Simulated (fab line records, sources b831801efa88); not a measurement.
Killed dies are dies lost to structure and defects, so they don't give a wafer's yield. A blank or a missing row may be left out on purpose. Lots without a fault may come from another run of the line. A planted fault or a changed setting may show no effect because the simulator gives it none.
Which tool did it? | flow sky130 | 15 lots, 45 wafers sampled, at 2 steps of a route of 708

WHAT THE GAUGES READ, wafer by wafer
The record holds no reading of a measuring or inspecting step that can be judged against a usual standard deviation.

WHICH TOOL RAN EACH LOT (tool, then ch and the chambers of the sampled wafers, then the start)
lot  | SKY_FIELD_ISO_OXIDATION_01   | SKY_NWELL_CLEAN_00
L260 | furnace-02 ch 0, day 1 10:27 | wet_bench-03 ch 2, day 2 09:22
L261 | furnace-01 ch 0, day 1 16:16 | wet_bench-04 ch 1, day 2 15:56
L262 | furnace-01 ch 0, day 1 20:38 | wet_bench-04 ch 1, day 2 21:48
L263 | furnace-01 ch 0, day 2 02:13 | wet_bench-01 ch 0, day 3 02:31
L265 | furnace-02 ch 0, day 2 12:19 | wet_bench-03 ch 3, day 3 12:38
L266 | furnace-02 ch 0, day 2 16:31 | wet_bench-04 ch 2, day 3 20:44
L268 | furnace-02 ch 0, day 3 02:49 | wet_bench-03 ch 0, day 4 05:23
L269 | furnace-02 ch 0, day 3 08:37 | wet_bench-03 ch 1, day 4 10:35
L271 | furnace-01, day 3 17:07      | -
L272 | furnace-02, day 3 22:45      | -
L273 | furnace-01, day 4 04:08      | -
L275 | furnace-01 ch 0, day 4 13:07 | wet_bench-04 ch 1, day 5 15:13
L281 | furnace-01 ch 0, day 5 19:46 | wet_bench-01 ch 3, day 7 01:11
L282 | furnace-02 ch 0, day 6 01:01 | wet_bench-03 ch 3, day 7 05:37
L283 | furnace-02 ch 0, day 6 08:11 | wet_bench-03 ch 3, day 7 11:13
- SKY_FIELD_ISO_OXIDATION_01: stabilise 600 s, purge 300 s, target thk 12 nm.
- SKY_NWELL_CLEAN_00: cleans in SC1/SC2, time 150 s.

WHAT THE TOOLS THEMSELVES READ (means of the sampled wafers that have a number; where no wafer has one, the mark that the record gives instead)
SKY_FIELD_ISO_OXIDATION_01.
lot  | tool       | ox_temp_c (C) | ox_temp_c_max | spike_tc_upper_C (C)
L260 | furnace-02 | 899.8         | 906.3         | 901.4
L261 | furnace-01 | 899.9         | 904.4         | 898.7
L262 | furnace-01 | 900.0         | 904.2         | 901.1
L263 | furnace-01 | 900.3         | 904.7         | 899.0
L265 | furnace-02 | 899.7         | 906.3         | 899.9
L266 | furnace-02 | 899.6         | 907.5         | 901.0
L268 | furnace-02 | 900.2         | 906.6         | 901.3
L269 | furnace-02 | 899.9         | 906.2         | 901.0
L271 | furnace-01 | -             | -             | -
L272 | furnace-02 | -             | -             | -
L273 | furnace-01 | -             | -             | -
L275 | furnace-01 | 900.0         | 904.6         | 899.4
L281 | furnace-01 | 899.9         | 904.3         | 899.0
L282 | furnace-02 | 899.6         | 905.9         | 901.0
L283 | furnace-02 | 899.7         | 905.9         | 900.6

THE ANSWER, worked out from the rows above alone
Rule: what is usual is taken from the lots themselves. Put in order of their means at a reading, lots are off if they are a third of the lots or fewer, leave a main group of 4 or more, and stand apart from it by a gap of 3 or more times the standard deviation of the main group's means; of several such gaps the widest counts. A main group whose means are all the same, to the digits that the tables above print for the reading, isn't used. A lot without any number at a reading at which 4 lots or more have one is off too. The other lots that the step has rows for count as sound. The gauges are gone through in route order, then the tools' own readings, and for those a lot's mean is taken as printed above. The first step at which some lot is off is used, and at that step the reading that is off furthest; a lot without a number counts as furthest.
Off: L271, L272, L273, at SKY_FIELD_ISO_OXIDATION_01 (ox_temp_c). Without a number there: L271, L272, L273. The main group: mean 899.9 C, standard deviation 0.21.
A tool fits if, at that step or a process step before it, it ran every lot that is off, and no sound lot after the first of them. None of those tried fits.

WHAT THE SIMULATOR HAD PUT IN
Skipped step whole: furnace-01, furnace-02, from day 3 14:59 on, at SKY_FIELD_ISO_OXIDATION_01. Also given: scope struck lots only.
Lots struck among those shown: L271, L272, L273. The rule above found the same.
